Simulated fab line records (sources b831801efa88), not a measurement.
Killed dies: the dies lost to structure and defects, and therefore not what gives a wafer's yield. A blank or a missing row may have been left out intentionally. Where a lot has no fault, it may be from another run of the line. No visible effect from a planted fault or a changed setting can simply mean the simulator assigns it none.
The tool behind it: which one?    flow gf180mcu    13 lots, 39 wafers sampled, at 1 step of a route of 602

## WHAT THE GAUGES READ, wafer by wafer
GF_M1_OVL_MEAS_15. Usual: M1_OVL 1 nm, standard deviation 4.9.
lot   measured      on          M1_OVL (nm)  flag
L870  day 16 17:13  overlay-02  6 6 1        
L871  day 17 04:46  overlay-01  8 3 4        
L873  day 18 22:32  overlay-01  -13 -2 -6    
L875  day 18 23:46  overlay-01  -8 -1 -4     
L874  day 19 00:43  overlay-01  5 4 -3       
L884  day 22 15:59  overlay-01  5 1 9        
L885  day 22 19:11  overlay-02  -8 -5 0      
L886  day 23 04:11  overlay-02  4 12 8       
L887  day 23 08:11  overlay-01  1 0 3        
L889  day 24 00:47  overlay-02  -10 5 -5     
L891  day 24 14:28  overlay-02  4 2 -3       
L892  day 24 21:43  overlay-01  -7 -2 2      
L893  day 25 06:43  overlay-02  -3 -1 0      

## TOOL THAT RAN EACH LOT (tool first, then ch and the chambers of the sampled wafers, then the start)
Record: no process step prior to these readings.

## AS READ BY THE TOOLS THEMSELVES (means over the sampled wafers that have a number; for cases with no such wafer, the mark the record gives instead)
The record holds no such reading with a usual standard deviation.

## THE ANSWER, worked out from the rows above alone
Rule: take the mean of a lot's wafers that have a number; if it is more than 3 standard deviations from the usual mean, the lot is off. A lot without any number at a reading at which 4 lots or more have one is off too. Where the step has rows for the other lots, those lots are counted as sound. Order of review: gauges by route order, followed by the tools' own readings, for which a lot's mean as printed above is used. The first step at which some lot is off is used, and at that step the reading that is off furthest; a lot without a number counts as furthest.
Nothing can be told from this: no lot is off at any reading shown.

## WHAT THE SIMULATOR PUT IN
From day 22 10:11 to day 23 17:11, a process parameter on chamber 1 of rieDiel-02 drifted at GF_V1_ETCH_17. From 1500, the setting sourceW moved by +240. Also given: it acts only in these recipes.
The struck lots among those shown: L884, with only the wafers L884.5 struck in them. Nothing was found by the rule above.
